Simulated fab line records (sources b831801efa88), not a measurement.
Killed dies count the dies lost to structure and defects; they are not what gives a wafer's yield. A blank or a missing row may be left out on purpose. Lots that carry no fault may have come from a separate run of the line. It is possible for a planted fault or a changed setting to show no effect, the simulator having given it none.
fab line records :: flow sky130 :: part 2 of 2: steps 26 to 31 of 31
[record]
  lots = 5
  wafers = 15
  last_day = 50
route steps=708 shown CAPM@539 METAL3@555
lots untouched by any fault: they come from a run of this same line in which no faults occurred
start_h: hours from the record's opening day to when the first of the lot's shown wafers began :: wait_h: hours elapsed since this lot's preceding step :: " unchanged from the row above :: L1.1+2: a single row standing in for several wafers :: - no value, or no start was given :: * or withheld: withheld :: < > ~ a bound
route shown NAME@n: NAME is a module with steps in the file, n the number in the route of the first one :: usual: the fault-free wafers' mean and standard deviation :: same: alike in all rows :: chamber/n: place in a boat :: sites: readings site by site :: _std_site: standard deviation of those values :: _edge_site: outer sites' mean less inner sites' :: radius_mm: for every site, how far away it sits from the centre of the wafer :: mask NAME#n: copy n :: behind: the last tool/chamber to shape the wafer :: hold: the reason the lot was held/the length of the hold in hours/how it ended :: device: the transistor (n, p or np) that didn't switch :: end of line: at the end of the route, the tests of the same wafers :: step lacking rows: just its recipe :: killed: at the first sort, the dies lost to defects and structure; wafer yield is something else :: map: per-die view of a wafer (x killed, . not killed, _ where there is no die)
set.NAME: the setting as run; set.NAME@STEP: as run at that earlier step :: model.NAME: the simulator's own value behind a step, which no gauge read
certain route steps with their lots: each step a table, each wafer a row
services: a tool's chamber out of use, with start hour (start_h, from the record's first day; less than 0 if before it), hours out, and reason
[[steps]]
[step SKY_METAL3_OVL_MEAS_14]
[usual]
  METAL3_OVL = 5/6.1
lot.wafer: L074.1
tool: overlay-02
chamber: -
start_h: 894.01
wait_h: 0.1
METAL3_OVL[nm]: 6

lot.wafer: L074.3
tool: overlay-02
chamber: -
start_h: 894.01
wait_h: 0.1
METAL3_OVL[nm]: 7

lot.wafer: L074.6
tool: overlay-02
chamber: -
start_h: 894.01
wait_h: 0.1
METAL3_OVL[nm]: 17

lot.wafer: L083.1
tool: overlay-01
chamber: -
start_h: 965.42
wait_h: 0.1
METAL3_OVL[nm]: 0

lot.wafer: L083.3
tool: overlay-01
chamber: -
start_h: 965.42
wait_h: 0.1
METAL3_OVL[nm]: 1

lot.wafer: L083.6
tool: overlay-01
chamber: -
start_h: 965.42
wait_h: 0.1
METAL3_OVL[nm]: -2

lot.wafer: L084.3
tool: overlay-02
chamber: -
start_h: 972.98
wait_h: 0.1
METAL3_OVL[nm]: 19

lot.wafer: L084.4
tool: overlay-02
chamber: -
start_h: 972.98
wait_h: 0.1
METAL3_OVL[nm]: 13

lot.wafer: L084.6
tool: overlay-02
chamber: -
start_h: 972.98
wait_h: 0.1
METAL3_OVL[nm]: 9

lot.wafer: L093.1
tool: overlay-01
chamber: -
start_h: 1033.76
wait_h: 0.1
METAL3_OVL[nm]: 6

lot.wafer: L093.4
tool: overlay-01
chamber: -
start_h: 1033.76
wait_h: 0.1
METAL3_OVL[nm]: 3

lot.wafer: L093.6
tool: overlay-01
chamber: -
start_h: 1033.76
wait_h: 0.1
METAL3_OVL[nm]: 4

lot.wafer: L096.1
tool: overlay-02
chamber: -
start_h: 1046.21
wait_h: 0.1
METAL3_OVL[nm]: 12

lot.wafer: L096.4
tool: overlay-02
chamber: -
start_h: 1046.21
wait_h: 0.1
METAL3_OVL[nm]: -8

lot.wafer: L096.5
tool: overlay-02
chamber: -
start_h: 1046.21
wait_h: 0.1
METAL3_OVL[nm]: 0
[step SKY_METAL3_DESCUM_15]
[recipe]
  chemistry = O2
  source_power_w = 150
  bias_power_w = 0
  pressure_mtorr = 10
  temp_c = 40
  time_s = 8
[usual]
  chamber_pressure_mTorr = 10.000/0.0093
  drypump_motor_current_A = 5.6/0.56
  oes_product_au = 0.997/0.0088
[same]
  bias_power_w = 0
  time_s = 8
lot.wafer: L074.1
tool: rie_metal-03
chamber: 1
start_h: 894.04
wait_h: 0.0
chamber_pressure_mTorr: 10.022
drypump_motor_current_A: 4.7
oes_product_au: 0.984
rf_hours_counter_h: 8

lot.wafer: L074.3
tool: rie_metal-03
chamber: 1
start_h: 894.04
wait_h: 0.0
chamber_pressure_mTorr: 10.010
drypump_motor_current_A: 4.7
oes_product_au: 0.993
rf_hours_counter_h: -

lot.wafer: L074.6
tool: rie_metal-03
chamber: 0
start_h: 894.04
wait_h: 0.0
chamber_pressure_mTorr: 9.995
drypump_motor_current_A: 5.6
oes_product_au: 1.002
rf_hours_counter_h: -

lot.wafer: L083.1
tool: rie_metal-03
chamber: 1
start_h: 965.46
wait_h: 0.0
chamber_pressure_mTorr: 9.989
drypump_motor_current_A: 4.7
oes_product_au: 0.987
rf_hours_counter_h: 11

lot.wafer: L083.3
tool: rie_metal-03
chamber: 0
start_h: 965.46
wait_h: 0.0
chamber_pressure_mTorr: 9.980
drypump_motor_current_A: 5.6
oes_product_au: 1.005
rf_hours_counter_h: -

lot.wafer: L083.6
tool: rie_metal-03
chamber: 1
start_h: 965.46
wait_h: 0.0
chamber_pressure_mTorr: 10.005
drypump_motor_current_A: 4.7
oes_product_au: 0.984
rf_hours_counter_h: -

lot.wafer: L084.3
tool: rie_metal-01
chamber: 0
start_h: 973.02
wait_h: 0.0
chamber_pressure_mTorr: 10.002
drypump_motor_current_A: 6.4
oes_product_au: 1.007
rf_hours_counter_h: -

lot.wafer: L084.4
tool: rie_metal-01
chamber: 1
start_h: 973.02
wait_h: 0.0
chamber_pressure_mTorr: 10.004
drypump_motor_current_A: 5.2
oes_product_au: 0.991
rf_hours_counter_h: -

lot.wafer: L084.6
tool: rie_metal-01
chamber: 0
start_h: 973.02
wait_h: 0.0
chamber_pressure_mTorr: 10.009
drypump_motor_current_A: 6.4
oes_product_au: 0.991
rf_hours_counter_h: -

lot.wafer: L093.1
tool: rie_metal-03
chamber: 1
start_h: 1033.79
wait_h: 0.0
chamber_pressure_mTorr: 9.994
drypump_motor_current_A: 4.7
oes_product_au: 0.997
rf_hours_counter_h: 14

lot.wafer: L093.4
tool: rie_metal-03
chamber: 1
start_h: 1033.79
wait_h: 0.0
chamber_pressure_mTorr: 10.010
drypump_motor_current_A: 4.7
oes_product_au: 0.994
rf_hours_counter_h: -

lot.wafer: L093.6
tool: rie_metal-03
chamber: 1
start_h: 1033.79
wait_h: 0.0
chamber_pressure_mTorr: 9.995
drypump_motor_current_A: 4.7
oes_product_au: 0.986
rf_hours_counter_h: -

lot.wafer: L096.1
tool: rie_metal-03
chamber: 0
start_h: 1046.24
wait_h: 0.0
chamber_pressure_mTorr: 9.998
drypump_motor_current_A: 5.6
oes_product_au: 1.013
rf_hours_counter_h: 13

lot.wafer: L096.4
tool: rie_metal-03
chamber: 0
start_h: 1046.24
wait_h: 0.0
chamber_pressure_mTorr: 9.995
drypump_motor_current_A: 5.6
oes_product_au: 1.003
rf_hours_counter_h: -

lot.wafer: L096.5
tool: rie_metal-03
chamber: 1
start_h: 1046.24
wait_h: 0.0
chamber_pressure_mTorr: 9.981
drypump_motor_current_A: 4.7
oes_product_au: 0.999
rf_hours_counter_h: -
[step SKY_METAL3_ETCH_16]
[recipe]
  chemistry = N2/H2
  target = BARC
  ion_energy_ev = 200
  bias_w = 100
  pressure_mtorr = 30
  n2_flow_sccm = 100
  h2_flow_sccm = 200
  icp_w = 500
  stop_on = SiO2
  time_s = 88.2
  target_depth_a = 600
[usual]
  bias_w = 100.00/0.3
  chamber_pressure_mTorr = 30.000/0.029
  drypump_motor_current_A = 5.6/0.55
  h2_flow_sccm = 200.0/0.59
  oes_product_au = 0.626/0.0047
  throttle_valve_pct = 13.205/0.01
[same]
  time_s = 88.2
lot.wafer: L074.1
tool: rie_metal-03
chamber: 1
start_h: 894.07
wait_h: 0.0
bias_w: 99.84
chamber_pressure_mTorr: 30.010
drypump_motor_current_A: 4.7
h2_flow_sccm: 200.4
oes_product_au: 0.626
rf_hours_counter_h: 8
throttle_valve_pct: 13.187

lot.wafer: L074.3
tool: rie_metal-03
chamber: 1
start_h: 894.07
wait_h: 0.0
bias_w: 99.74
chamber_pressure_mTorr: 30.002
drypump_motor_current_A: 4.7
h2_flow_sccm: 199.8
oes_product_au: 0.628
rf_hours_counter_h: -
throttle_valve_pct: 13.197

lot.wafer: L074.6
tool: rie_metal-03
chamber: 0
start_h: 894.07
wait_h: 0.0
bias_w: 100.36
chamber_pressure_mTorr: 29.967
drypump_motor_current_A: 5.6
h2_flow_sccm: 200.0
oes_product_au: 0.622
rf_hours_counter_h: -
throttle_valve_pct: 13.193

lot.wafer: L083.1
tool: rie_metal-03
chamber: 1
start_h: 965.49
wait_h: 0.0
bias_w: 99.41
chamber_pressure_mTorr: 29.985
drypump_motor_current_A: 4.7
h2_flow_sccm: 199.6
oes_product_au: 0.626
rf_hours_counter_h: 11
throttle_valve_pct: 13.191

lot.wafer: L083.3
tool: rie_metal-03
chamber: 0
start_h: 965.49
wait_h: 0.0
bias_w: 100.19
chamber_pressure_mTorr: 30.007
drypump_motor_current_A: 5.6
h2_flow_sccm: 198.8
oes_product_au: 0.622
rf_hours_counter_h: -
throttle_valve_pct: 13.206

lot.wafer: L083.6
tool: rie_metal-03
chamber: 1
start_h: 965.49
wait_h: 0.0
bias_w: 99.45
chamber_pressure_mTorr: 30.029
drypump_motor_current_A: 4.7
h2_flow_sccm: 200.4
oes_product_au: 0.623
rf_hours_counter_h: -
throttle_valve_pct: 13.202

lot.wafer: L084.3
tool: rie_metal-01
chamber: 0
start_h: 973.07
wait_h: 0.0
bias_w: 100.24
chamber_pressure_mTorr: 30.019
drypump_motor_current_A: 6.3
h2_flow_sccm: 200.7
oes_product_au: 0.630
rf_hours_counter_h: -
throttle_valve_pct: 13.197

lot.wafer: L084.4
tool: rie_metal-01
chamber: 1
start_h: 973.07
wait_h: 0.0
bias_w: 100.07
chamber_pressure_mTorr: 29.953
drypump_motor_current_A: 5.2
h2_flow_sccm: 199.8
oes_product_au: 0.620
rf_hours_counter_h: -
throttle_valve_pct: 13.217

lot.wafer: L084.6
tool: rie_metal-01
chamber: 0
start_h: 973.07
wait_h: 0.0
bias_w: 100.10
chamber_pressure_mTorr: 29.998
drypump_motor_current_A: 6.3
h2_flow_sccm: 200.5
oes_product_au: 0.628
rf_hours_counter_h: -
throttle_valve_pct: 13.197

lot.wafer: L093.1
tool: rie_metal-03
chamber: 1
start_h: 1033.83
wait_h: 0.0
bias_w: 100.29
chamber_pressure_mTorr: 29.956
drypump_motor_current_A: 4.7
h2_flow_sccm: 199.2
oes_product_au: 0.618
rf_hours_counter_h: 14
throttle_valve_pct: 13.192

lot.wafer: L093.4
tool: rie_metal-03
chamber: 1
start_h: 1033.83
wait_h: 0.0
bias_w: 100.23
chamber_pressure_mTorr: 30.002
drypump_motor_current_A: 4.7
h2_flow_sccm: 200.1
oes_product_au: 0.626
rf_hours_counter_h: -
throttle_valve_pct: 13.207

lot.wafer: L093.6
tool: rie_metal-03
chamber: 1
start_h: 1033.83
wait_h: 0.0
bias_w: 100.21
chamber_pressure_mTorr: 30.015
drypump_motor_current_A: 4.7
h2_flow_sccm: 200.0
oes_product_au: 0.618
rf_hours_counter_h: -
throttle_valve_pct: 13.208

lot.wafer: L096.1
tool: rie_metal-03
chamber: 0
start_h: 1046.28
wait_h: 0.0
bias_w: 99.96
chamber_pressure_mTorr: 30.007
drypump_motor_current_A: 5.6
h2_flow_sccm: 200.5
oes_product_au: 0.620
rf_hours_counter_h: 13
throttle_valve_pct: 13.197

lot.wafer: L096.4
tool: rie_metal-03
chamber: 0
start_h: 1046.28
wait_h: 0.0
bias_w: 100.13
chamber_pressure_mTorr: 30.019
drypump_motor_current_A: 5.6
h2_flow_sccm: 200.5
oes_product_au: 0.625
rf_hours_counter_h: -
throttle_valve_pct: 13.208

lot.wafer: L096.5
tool: rie_metal-03
chamber: 1
start_h: 1046.28
wait_h: 0.0
bias_w: 100.15
chamber_pressure_mTorr: 30.032
drypump_motor_current_A: 4.7
h2_flow_sccm: 199.1
oes_product_au: 0.627
rf_hours_counter_h: -
throttle_valve_pct: 13.210
[step SKY_METAL3_ETCH_17]
[recipe]
  target = SiO2
  stop_on = TiN
  chemistry = C4F8/O2/Ar
  source_w = 1500
  bias_w = 1200
  pressure_mtorr = 40
  c4f8_flow_sccm = withheld
  O2_flow_sccm = 6
  Ar_flow_sccm = 300
  time_s = 3.9
  target_depth_a = 150
[usual]
  bias_w = 1200/3.4
  chamber_pressure_mTorr = 40.00/0.035
  oes_product_au = 0.756/0.006
[same]
  time_s = 3.9
lot.wafer: L074.1
tool: rie_diel-04
chamber: 3
start_h: 894.17
wait_h: 0.1
bias_w: 1198
chamber_pressure_mTorr: 39.95
oes_product_au: 0.757
rf_hours_counter_h: 4

lot.wafer: L074.3
tool: rie_diel-04
chamber: 0
start_h: 894.17
wait_h: 0.1
bias_w: 1203
chamber_pressure_mTorr: 39.96
oes_product_au: 0.762
rf_hours_counter_h: 3

lot.wafer: L074.6
tool: rie_diel-04
chamber: 0
start_h: 894.17
wait_h: 0.1
bias_w: 1205
chamber_pressure_mTorr: 40.00
oes_product_au: 0.755
rf_hours_counter_h: -

lot.wafer: L083.1
tool: rie_diel-04
chamber: 0
start_h: 965.59
wait_h: 0.1
bias_w: 1203
chamber_pressure_mTorr: 40.03
oes_product_au: 0.763
rf_hours_counter_h: 4

lot.wafer: L083.3
tool: rie_diel-04
chamber: 1
start_h: 965.59
wait_h: 0.1
bias_w: 1203
chamber_pressure_mTorr: 40.04
oes_product_au: 0.756
rf_hours_counter_h: 13

lot.wafer: L083.6
tool: rie_diel-04
chamber: 2
start_h: 965.59
wait_h: 0.1
bias_w: 1198
chamber_pressure_mTorr: 40.04
oes_product_au: 0.758
rf_hours_counter_h: -

lot.wafer: L084.3
tool: rie_diel-03
chamber: 2
start_h: 973.14
wait_h: 0.0
bias_w: 1200
chamber_pressure_mTorr: 40.01
oes_product_au: 0.748
rf_hours_counter_h: 16

lot.wafer: L084.4
tool: rie_diel-03
chamber: 3
start_h: 973.14
wait_h: 0.0
bias_w: 1206
chamber_pressure_mTorr: 39.96
oes_product_au: 0.754
rf_hours_counter_h: 13

lot.wafer: L084.6
tool: rie_diel-03
chamber: 2
start_h: 973.14
wait_h: 0.0
bias_w: 1201
chamber_pressure_mTorr: 40.01
oes_product_au: 0.759
rf_hours_counter_h: -

lot.wafer: L093.1
tool: rie_diel-04
chamber: 0
start_h: 1033.92
wait_h: 0.1
bias_w: 1203
chamber_pressure_mTorr: 39.99
oes_product_au: 0.756
rf_hours_counter_h: 6

lot.wafer: L093.4
tool: rie_diel-04
chamber: 1
start_h: 1033.92
wait_h: 0.1
bias_w: 1197
chamber_pressure_mTorr: 39.98
oes_product_au: 0.745
rf_hours_counter_h: 15

lot.wafer: L093.6
tool: rie_diel-04
chamber: 0
start_h: 1033.92
wait_h: 0.1
bias_w: 1205
chamber_pressure_mTorr: 39.99
oes_product_au: 0.749
rf_hours_counter_h: -

lot.wafer: L096.1
tool: rie_diel-02
chamber: 0
start_h: 1046.37
wait_h: 0.1
bias_w: 1202
chamber_pressure_mTorr: 40.00
oes_product_au: 0.749
rf_hours_counter_h: 22

lot.wafer: L096.4
tool: rie_diel-02
chamber: 1
start_h: 1046.37
wait_h: 0.1
bias_w: 1202
chamber_pressure_mTorr: 39.96
oes_product_au: 0.749
rf_hours_counter_h: 10

lot.wafer: L096.5
tool: rie_diel-02
chamber: 2
start_h: 1046.37
wait_h: 0.1
bias_w: 1203
chamber_pressure_mTorr: 39.97
oes_product_au: 0.754
rf_hours_counter_h: -
[step SKY_METAL3_METAL_ETCH_18]
[recipe]
  target_depth_a = 8450
  stop_on = SiO2
  over_etch_frac = 0.3
  time_s = 183.1
  chemistry = Cl2/BCl3
  resist_sidewall_deg = 88
  pressure_mtorr = 10
  icp_w = 900
  bias_w = 48.5
  Cl2_flow_sccm = 60
  bcl3_flow_sccm = 30
[usual]
  bias_w = 48.50/0.15
  chamber_pressure_mTorr = 10.000/0.0093
  drypump_motor_current_A = 5.7/0.56
  oes_product_au = 0.865/0.0058
  throttle_valve_pct = 22.264/0.0086
[same]
  time_s = 183.1
lot.wafer: L074.1
tool: rie_metal-01
chamber: 0
start_h: 894.19
wait_h: 0.0
bias_w: 48.31
chamber_pressure_mTorr: 10.005
drypump_motor_current_A: 6.3
oes_product_au: 0.863
rf_hours_counter_h: 8
throttle_valve_pct: 22.259

lot.wafer: L074.3
tool: rie_metal-01
chamber: 0
start_h: 894.19
wait_h: 0.0
bias_w: 48.40
chamber_pressure_mTorr: 9.999
drypump_motor_current_A: 6.3
oes_product_au: 0.856
rf_hours_counter_h: -
throttle_valve_pct: 22.277

lot.wafer: L074.6
tool: rie_metal-01
chamber: 1
start_h: 894.19
wait_h: 0.0
bias_w: 48.64
chamber_pressure_mTorr: 9.990
drypump_motor_current_A: 5.2
oes_product_au: 0.864
rf_hours_counter_h: -
throttle_valve_pct: 22.267

lot.wafer: L083.1
tool: rie_metal-04
chamber: 0
start_h: 965.61
wait_h: 0.0
bias_w: 48.41
chamber_pressure_mTorr: 9.991
drypump_motor_current_A: 6.0
oes_product_au: 0.864
rf_hours_counter_h: 19
throttle_valve_pct: 22.253

lot.wafer: L083.3
tool: rie_metal-04
chamber: 0
start_h: 965.61
wait_h: 0.0
bias_w: 48.56
chamber_pressure_mTorr: 9.986
drypump_motor_current_A: 6.0
oes_product_au: 0.875
rf_hours_counter_h: -
throttle_valve_pct: 22.258

lot.wafer: L083.6
tool: rie_metal-04
chamber: 0
start_h: 965.61
wait_h: 0.0
bias_w: 48.59
chamber_pressure_mTorr: 10.004
drypump_motor_current_A: 6.0
oes_product_au: 0.875
rf_hours_counter_h: -
throttle_valve_pct: 22.272

lot.wafer: L084.3
tool: rie_metal-03
chamber: 0
start_h: 973.22
wait_h: 0.1
bias_w: 48.41
chamber_pressure_mTorr: 9.997
drypump_motor_current_A: 5.6
oes_product_au: 0.870
rf_hours_counter_h: -
throttle_valve_pct: 22.266

lot.wafer: L084.4
tool: rie_metal-03
chamber: 1
start_h: 973.22
wait_h: 0.1
bias_w: 48.50
chamber_pressure_mTorr: 10.006
drypump_motor_current_A: 4.7
oes_product_au: 0.863
rf_hours_counter_h: -
throttle_valve_pct: 22.261

lot.wafer: L084.6
tool: rie_metal-03
chamber: 1
start_h: 973.22
wait_h: 0.1
bias_w: 48.39
chamber_pressure_mTorr: 9.991
drypump_motor_current_A: 4.7
oes_product_au: 0.861
rf_hours_counter_h: -
throttle_valve_pct: 22.252

lot.wafer: L093.1
tool: rie_metal-04
chamber: 1
start_h: 1033.94
wait_h: 0.0
bias_w: 48.42
chamber_pressure_mTorr: 10.007
drypump_motor_current_A: 6.0
oes_product_au: 0.868
rf_hours_counter_h: 17
throttle_valve_pct: 22.266

lot.wafer: L093.4
tool: rie_metal-04
chamber: 0
start_h: 1033.94
wait_h: 0.0
bias_w: 48.44
chamber_pressure_mTorr: 9.994
drypump_motor_current_A: 6.0
oes_product_au: 0.869
rf_hours_counter_h: -
throttle_valve_pct: 22.265

lot.wafer: L093.6
tool: rie_metal-04
chamber: 0
start_h: 1033.94
wait_h: 0.0
bias_w: 48.50
chamber_pressure_mTorr: 10.011
drypump_motor_current_A: 6.0
oes_product_au: 0.851
rf_hours_counter_h: -
throttle_valve_pct: 22.276

lot.wafer: L096.1
tool: rie_metal-04
chamber: 0
start_h: 1046.39
wait_h: 0.0
bias_w: 48.32
chamber_pressure_mTorr: 9.994
drypump_motor_current_A: 6.0
oes_product_au: 0.873
rf_hours_counter_h: 2
throttle_valve_pct: 22.258

lot.wafer: L096.4
tool: rie_metal-04
chamber: 0
start_h: 1046.39
wait_h: 0.0
bias_w: 48.27
chamber_pressure_mTorr: 9.998
drypump_motor_current_A: 6.0
oes_product_au: 0.875
rf_hours_counter_h: -
throttle_valve_pct: 22.266

lot.wafer: L096.5
tool: rie_metal-04
chamber: 0
start_h: 1046.39
wait_h: 0.0
bias_w: 48.40
chamber_pressure_mTorr: 10.009
drypump_motor_current_A: 6.0
oes_product_au: 0.874
rf_hours_counter_h: -
throttle_valve_pct: 22.276
[step SKY_METAL3_STRIP_19]
[recipe]
  chemistry = O2/N2
  power_w = 1400
  pressure_mtorr = 1500
  platen_temp_c = withheld
  o2_flow_sccm = 3000
  n2_flow_sccm = 300
  overash_fraction = 0.5
[usual]
  chamber_pressure_mTorr = 1499.9/1.3
  drypump_motor_current_A = 6.0/0.42
  o2_flow_sccm = 3001/9.8
  oes_product_au = 0.503/0.0051
  strip_time_to_endpoint_s = 6.56/0.061
lot.wafer: L074.1
tool: plasma_asher-03
chamber: 1
start_h: 894.37
wait_h: 0.1
chamber_pressure_mTorr: 1499.2
drypump_motor_current_A: 6.0
o2_flow_sccm: 2991
oes_product_au: 0.502
rf_hours_counter_h: 16
strip_time_to_endpoint_s: 6.54

lot.wafer: L074.3
tool: plasma_asher-03
chamber: 0
start_h: 894.37
wait_h: 0.1
chamber_pressure_mTorr: 1501.3
drypump_motor_current_A: 6.0
o2_flow_sccm: 2991
oes_product_au: 0.512
rf_hours_counter_h: -
strip_time_to_endpoint_s: 6.53

lot.wafer: L074.6
tool: plasma_asher-03
chamber: 1
start_h: 894.37
wait_h: 0.1
chamber_pressure_mTorr: 1500.5
drypump_motor_current_A: 6.0
o2_flow_sccm: 3008
oes_product_au: 0.501
rf_hours_counter_h: -
strip_time_to_endpoint_s: 6.56

lot.wafer: L083.1
tool: plasma_asher-04
chamber: 0
start_h: 965.78
wait_h: 0.1
chamber_pressure_mTorr: 1499.8
drypump_motor_current_A: 6.3
o2_flow_sccm: 3021
oes_product_au: 0.517
rf_hours_counter_h: 114
strip_time_to_endpoint_s: 6.69

lot.wafer: L083.3
tool: plasma_asher-04
chamber: 1
start_h: 965.78
wait_h: 0.1
chamber_pressure_mTorr: 1498.7
drypump_motor_current_A: 5.1
o2_flow_sccm: 3012
oes_product_au: 0.503
rf_hours_counter_h: -
strip_time_to_endpoint_s: 6.67

lot.wafer: L083.6
tool: plasma_asher-04
chamber: 1
start_h: 965.78
wait_h: 0.1
chamber_pressure_mTorr: 1504.5
drypump_motor_current_A: 5.2
o2_flow_sccm: 3014
oes_product_au: 0.498
rf_hours_counter_h: -
strip_time_to_endpoint_s: 6.70

lot.wafer: L084.3
tool: plasma_asher-04
chamber: 1
start_h: 973.37
wait_h: 0.1
chamber_pressure_mTorr: 1499.8
drypump_motor_current_A: 5.2
o2_flow_sccm: 3004
oes_product_au: 0.497
rf_hours_counter_h: -
strip_time_to_endpoint_s: 6.52

lot.wafer: L084.4
tool: plasma_asher-04
chamber: 0
start_h: 973.37
wait_h: 0.1
chamber_pressure_mTorr: 1499.0
drypump_motor_current_A: 6.2
o2_flow_sccm: 3017
oes_product_au: 0.506
rf_hours_counter_h: -
strip_time_to_endpoint_s: 6.62

lot.wafer: L084.6
tool: plasma_asher-04
chamber: 0
start_h: 973.37
wait_h: 0.1
chamber_pressure_mTorr: 1500.9
drypump_motor_current_A: 6.2
o2_flow_sccm: 2992
oes_product_au: 0.509
rf_hours_counter_h: -
strip_time_to_endpoint_s: 6.58

lot.wafer: L093.1
tool: plasma_asher-01
chamber: 1
start_h: 1034.12
wait_h: 0.1
chamber_pressure_mTorr: 1501.0
drypump_motor_current_A: 6.5
o2_flow_sccm: 2986
oes_product_au: 0.511
rf_hours_counter_h: 92
strip_time_to_endpoint_s: 6.50

lot.wafer: L093.4
tool: plasma_asher-01
chamber: 1
start_h: 1034.12
wait_h: 0.1
chamber_pressure_mTorr: 1498.5
drypump_motor_current_A: 6.6
o2_flow_sccm: 3011
oes_product_au: 0.507
rf_hours_counter_h: -
strip_time_to_endpoint_s: 6.62

lot.wafer: L093.6
tool: plasma_asher-01
chamber: 1
start_h: 1034.12
wait_h: 0.1
chamber_pressure_mTorr: 1501.3
drypump_motor_current_A: 6.5
o2_flow_sccm: 3002
oes_product_au: 0.508
rf_hours_counter_h: -
strip_time_to_endpoint_s: 6.61

lot.wafer: L096.1
tool: plasma_asher-04
chamber: 1
start_h: 1046.57
wait_h: 0.1
chamber_pressure_mTorr: 1501.2
drypump_motor_current_A: 5.1
o2_flow_sccm: 2996
oes_product_au: 0.499
rf_hours_counter_h: 122
strip_time_to_endpoint_s: 6.66

lot.wafer: L096.4
tool: plasma_asher-04
chamber: 1
start_h: 1046.57
wait_h: 0.1
chamber_pressure_mTorr: 1499.6
drypump_motor_current_A: 5.2
o2_flow_sccm: 3000
oes_product_au: 0.508
rf_hours_counter_h: -
strip_time_to_endpoint_s: 6.54

lot.wafer: L096.5
tool: plasma_asher-04
chamber: 1
start_h: 1046.57
wait_h: 0.1
chamber_pressure_mTorr: 1497.6
drypump_motor_current_A: 5.1
o2_flow_sccm: 3002
oes_product_au: 0.506
rf_hours_counter_h: -
strip_time_to_endpoint_s: 6.65
[[services]]
tool: iline_stepper-01
chamber: -
start_h: 816.40
hours: 1.7
kind: pm

tool: krf_scanner-01
chamber: -
start_h: 816.91
hours: 0.9
kind: repair

tool: krf_scanner-01
chamber: -
start_h: 818.73
hours: 0.8
kind: pm

tool: rie_metal-03
chamber: -
start_h: 828.80
hours: 0.4
kind: repair

tool: plasma_asher-04
chamber: -
start_h: 849.05
hours: 2.3
kind: repair

tool: plasma_asher-04
chamber: -
start_h: 861.03
hours: 1.9
kind: repair

tool: rie_diel-04
chamber: -
start_h: 861.17
hours: 4.3
kind: pm

tool: rie_diel-04
chamber: 0
start_h: 869.69
hours: 2.9
kind: repair

tool: krf_scanner-01
chamber: -
start_h: 882.77
hours: 1.0
kind: pm

tool: rie_metal-01
chamber: 1
start_h: 895.68
hours: 5.8
kind: repair

tool: rie_metal-01
chamber: -
start_h: 897.61
hours: 0.5
kind: repair

tool: krf_scanner-01
chamber: -
start_h: 899.74
hours: 4.0
kind: pm

tool: plasma_asher-04
chamber: -
start_h: 941.53
hours: 2.4
kind: repair

tool: rie_metal-01
chamber: -
start_h: 942.45
hours: 2.6
kind: repair

tool: rie_metal-01
chamber: -
start_h: 942.82
hours: 0.3
kind: repair

tool: krf_scanner-01
chamber: -
start_h: 957.97
hours: 1.3
kind: pm

tool: wet_bench-04
chamber: -
start_h: 958.14
hours: 2.5
kind: repair

tool: iline_stepper-01
chamber: -
start_h: 959.15
hours: 21.5
kind: repair

tool: krf_scanner-01
chamber: -
start_h: 962.89
hours: 1.6
kind: repair

tool: krf_scanner-01
chamber: -
start_h: 967.93
hours: 3.6
kind: pm

tool: rie_metal-03
chamber: -
start_h: 974.87
hours: 1.2
kind: repair

tool: plasma_asher-04
chamber: -
start_h: 976.68
hours: 2.8
kind: pm

tool: iline_stepper-01
chamber: -
start_h: 983.85
hours: 8.9
kind: pm

tool: wet_bench-02
chamber: -
start_h: 1043.80
hours: 6.4
kind: repair
